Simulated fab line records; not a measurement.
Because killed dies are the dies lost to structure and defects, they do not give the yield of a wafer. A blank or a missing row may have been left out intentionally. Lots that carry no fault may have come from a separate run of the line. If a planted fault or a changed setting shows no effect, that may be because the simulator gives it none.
Struck lot and sound lot, side by side	flow sky130	43 out of 708 route steps
Sound: wafers L591.2, L591.3, L591.4. Wafers L603.1, L603.4, L603.5 were the ones struck. The cause is given at the end.
Order at every step that has rows: each side's tool, ch and its chambers, its first start. Under that, the readings that differ: sound wafers	struck wafers	difference of the means	sigmas: that difference in standard deviations of wafers without a fault.
alike: readings whose means differ by less than 2 such deviations, and words and numbers that are the same on both sides. not compared: withheld readings, readings that some wafer has no value for, bounds like >300 that may hide the same value, and numbers for which the record gives no deviation and whose values overlap.
A row with sigmas, a row that says differs or no value, or rows on one side alone: a step with any of these is where the two part. Numbers that don't overlap but have no deviation are shown without sigmas and don't part them. Lack of a reading on every wafer of one side parts them only where that side has two or more wafers.

first, 2 steps without rows for these wafers: SKY_LDD_LDN_PEB_05; SKY_LDD_LDN_DEVELOP_06 (develop time 60 s).
SKY_LDD_LDN_OVL_MEAS_07:
  sound on overlay-01, day 22 17:40; struck on overlay-02, day 27 06:04
  alike: LDD_LDN_OVL
then, 4 steps without rows for these wafers: SKY_LDD_LDN_IMPLANT_08; SKY_LDD_LDN_IMPLANT_09; SKY_LDD_LDN_IMPLANT_10; SKY_LDD_LDN_IMPLANT_11.
SKY_LDD_LDN_STRIP_12: strips in O2/N2.
  sound on plasma_asher-02 ch 0,1, day 22 18:18; struck on plasma_asher-01 ch 0,1, day 27 06:42
  alike: drypump_motor_current_A, oes_product_au, strip_time_to_endpoint_s
  not compared: rf_hours_counter_h
SKY_LDD_LDN_TW_MEAS_13:
  sound on film_metro-02, day 22 18:25; struck on film_metro-01, day 27 06:48
  alike: LDD_LDN_TW
then, 2 steps without rows for these wafers: SKY_LDD_LDN_CLEAN_14 (cleans in SC1/SC2, time 150 s); SKY_SPACER_CVD_00 (deposits Si3N4 from DCS/NH3, target thk 43.1 nm, time 740 s).
SKY_SPACER_THK_MEAS_01:
  sound on film_metro-02, day 22 19:43; struck on film_metro-01, day 27 08:41
  alike: SPACER_CVD_00_THK
SKY_SPACER_ETCHBACK_02: etches Si3N4 in CH3F/O2, stops on SiO2, time 46.7 s, target depth 45 nm.
  sound on rie_diel-01 ch 0,2,3, day 22 19:46; struck on rie_diel-03 ch 0,1,3, day 27 08:45
  alike: drypump_motor_current_A, oes_product_au, throttle_valve_pct
  not compared: rf_hours_counter_h
then, 8 steps without rows for these wafers: SKY_POLY_CUT_DEHYDRATE_00 (time 60 s); SKY_POLY_CUT_HMDS_01 (prime time 60 s); SKY_POLY_CUT_COAT_02 (resist thk 60 nm); SKY_POLY_CUT_COAT_03 (resist thk 450 nm); SKY_POLY_CUT_SOFTBAKE_04 (time 90 s); SKY_POLY_CUT_EXPOSE_05 (exposes mask NPCM, target cd 270 nm); SKY_POLY_CUT_PEB_06; SKY_POLY_CUT_DEVELOP_07 (develop time 60 s).
SKY_POLY_CUT_CD_MEAS_08 targets a cd of 270 nm.
  sound on cd_sem-02, day 24 02:05; struck on cd_sem-01, day 28 13:10
  alike: cd_nm
SKY_POLY_CUT_OVL_MEAS_09:
  sound on overlay-01, day 24 02:11; struck on overlay-02, day 28 13:17
  alike: POLY_CUT_OVL
SKY_POLY_CUT_ETCH_10: etches BARC in N2/H2, stops on SiO2, time 45.9 s, target depth 60 nm.
  sound on rie_diel-03 ch 0,1,2, day 24 02:13; struck on rie_diel-04 ch 0,2,3, day 28 13:19
  alike: drypump_motor_current_A, oes_product_au, throttle_valve_pct
  not compared: rf_hours_counter_h
SKY_POLY_CUT_ETCH_11: etches Si3N4 in CF4/CH2F2/Ar, stops on poly-Si, time 42.5 s, target depth 60 nm.
  sound on rie_diel-03 ch 0,1,2, day 24 02:16; struck on rie_diel-04 ch 0,2,3, day 28 13:22
  alike: drypump_motor_current_A, oes_product_au, throttle_valve_pct
  not compared: rf_hours_counter_h
SKY_POLY_CUT_STRIP_12: strips in O2/N2.
  sound on plasma_asher-01 ch 0,1, day 24 02:18; struck on plasma_asher-04 ch 0,1, day 28 13:24
  alike: drypump_motor_current_A, oes_product_au, strip_time_to_endpoint_s
  not compared: rf_hours_counter_h
then, 7 steps without rows for these wafers: SKY_SD_P_DEHYDRATE_00 (time 60 s); SKY_SD_P_HMDS_01 (prime time 60 s); SKY_SD_P_COAT_02 (resist thk 1140 nm); SKY_SD_P_SOFTBAKE_03 (time 60 s); SKY_SD_P_EXPOSE_04 (exposes mask PSDM, target cd 380 nm); SKY_SD_P_PEB_05; SKY_SD_P_DEVELOP_06 (develop time 60 s).
SKY_SD_P_CD_MEAS_07 targets a cd of 380 nm.
  sound on cd_sem-02, day 25 07:35; struck on cd_sem-02, day 29 16:45
reading	sound	struck	difference	sigmas
cd_nm (nm)	377 376 376	383 384 383	+7	+2
SKY_SD_P_OVL_MEAS_08:
  sound on overlay-01, day 25 07:41; struck on overlay-02, day 29 16:52
  alike: SD_P_OVL
following that, these wafers have no rows for 1 step: SKY_SD_P_IMPLANT_09.
SKY_SD_P_STRIP_10: strips in O2/N2.
  sound on plasma_asher-04 ch 0,1, day 25 07:52; struck on plasma_asher-03 ch 0,1, day 29 17:04
reading	sound	struck	difference	sigmas
oes_product_au (a.u.)	0.615 0.624 0.628	0.616 0.603 0.615	-0.011	-3
  alike: drypump_motor_current_A, strip_time_to_endpoint_s
  not compared: rf_hours_counter_h
SKY_SD_P_TW_MEAS_11:
  sound on film_metro-04, day 25 07:59; struck on film_metro-04, day 29 17:10
  alike: SD_P_TW
then, 4 steps without rows for these wafers: SKY_RES_XHIGH_DEHYDRATE_00 (time 60 s); SKY_RES_XHIGH_HMDS_01 (prime time 60 s); SKY_RES_XHIGH_COAT_02 (resist thk 1140 nm); SKY_RES_XHIGH_SOFTBAKE_03 (time 60 s).
-- the record jumps here: 19 days lie between the struck wafers' starts before and after (it left off in module RES_XHIGH and takes up again in module PAD_OPEN, whose first step shown is number 708 of the route) --
SKY_PAD_OPEN_PROBE_99:
  sound on prober-02, day 45 08:19; struck on prober-02, day 48 11:26
reading	sound	struck	difference	sigmas
hold	- - -	await_dispo/4.2h/release await_dispo/4.2h/release await_dispo/4.2h/release	no value on the sound wafers	
killed_at_front_end	15 12 11	60 80 90	+64	+15
killed_dies	70 94 88	118 138 145	+50	+5
  alike: killed_at_M0_to_M3, killed_at_M4_up, killed_at_contacts, killed_at_other, killed_open, killed_short

## WHERE THEY PART
At SKY_SD_P_CD_MEAS_07 first; at SKY_PAD_OPEN_PROBE_99 last (within this record only).

WHY: what the simulator had put in
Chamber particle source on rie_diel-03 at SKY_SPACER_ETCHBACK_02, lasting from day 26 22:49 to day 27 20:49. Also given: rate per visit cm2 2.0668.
